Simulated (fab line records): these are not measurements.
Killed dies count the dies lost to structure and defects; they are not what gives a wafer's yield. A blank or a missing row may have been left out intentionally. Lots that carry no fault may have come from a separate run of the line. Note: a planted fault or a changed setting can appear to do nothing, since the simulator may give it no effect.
What tool caused it? / flow sky130 / at 1 step of a route of 708, 14 lots with 42 wafers sampled

WHAT EACH GAUGE READ, for each wafer
SKY_FIELD_ISO_THK_MEAS_23. Usual: FIELD_ISO_OXIDATION_01_THK 10.09 nm, standard deviation 0.19.
lot=L305; measured=day 2 21:08; on=film metro-02; FIELD_ISO_OXIDATION_01_THK (nm)=10.60 10.37 10.48; flag=
lot=L307; measured=day 3 07:07; on=film metro-01; FIELD_ISO_OXIDATION_01_THK (nm)=10.00 10.04 10.02; flag=
lot=L308; measured=day 3 10:27; on=film metro-01; FIELD_ISO_OXIDATION_01_THK (nm)=9.92 9.94 9.87; flag=
lot=L309; measured=day 3 15:29; on=film metro-01; FIELD_ISO_OXIDATION_01_THK (nm)=10.23 10.00 10.26; flag=
lot=L310; measured=day 3 22:55; on=film metro-03; FIELD_ISO_OXIDATION_01_THK (nm)=10.33 10.24 10.45; flag=
lot=L311; measured=day 4 04:30; on=film metro-03; FIELD_ISO_OXIDATION_01_THK (nm)=10.45 10.38 10.43; flag=
lot=L312; measured=day 4 09:56; on=film metro-02; FIELD_ISO_OXIDATION_01_THK (nm)=10.14 10.22 10.35; flag=
lot=L313; measured=day 4 18:19; on=film metro-03; FIELD_ISO_OXIDATION_01_THK (nm)=10.05 10.01 10.01; flag=
lot=L314; measured=day 4 18:19; on=film metro-02; FIELD_ISO_OXIDATION_01_THK (nm)=10.17 10.02 10.20; flag=
lot=L318; measured=day 5 12:44; on=film metro-03; FIELD_ISO_OXIDATION_01_THK (nm)=9.79 9.62 9.78; flag=
lot=L319; measured=day 5 22:19; on=film metro-03; FIELD_ISO_OXIDATION_01_THK (nm)=9.80 9.99 9.83; flag=
lot=L323; measured=day 6 17:54; on=film metro-02; FIELD_ISO_OXIDATION_01_THK (nm)=9.77 9.89 10.00; flag=
lot=L324; measured=day 6 23:27; on=film metro-02; FIELD_ISO_OXIDATION_01_THK (nm)=9.95 10.09 10.01; flag=
lot=L325; measured=day 7 01:52; on=film metro-03; FIELD_ISO_OXIDATION_01_THK (nm)=9.86 9.90 9.87; flag=

WHAT TOOL EACH LOT RAN ON (gives the tool, then ch and the chambers of the sampled wafers, and finally the start)
The record shows no process step preceding these readings.

AS READ BY THE TOOLS THEMSELVES (means over the sampled wafers that have a number; for cases with no such wafer, the mark the record gives instead)
The record holds no such reading with a usual standard deviation.

THE ANSWER, worked out from the rows above alone
Rule: a lot is off if the mean of its wafers that have a number lies more than 3 standard deviations from the usual mean. A lot without any number at a reading at which 4 lots or more have one is off too. Any other lot the step has rows for is counted as sound. After the gauges, taken in route order, come the tools' own readings; for these a lot's mean is taken, as printed above. At the first step where some lot is off, the reading lying furthest off is the one used; lots without a number count as furthest.
Across all readings shown, no lot is off: no conclusion can be drawn from this.

WHAT THE SIMULATOR HAD PUT IN
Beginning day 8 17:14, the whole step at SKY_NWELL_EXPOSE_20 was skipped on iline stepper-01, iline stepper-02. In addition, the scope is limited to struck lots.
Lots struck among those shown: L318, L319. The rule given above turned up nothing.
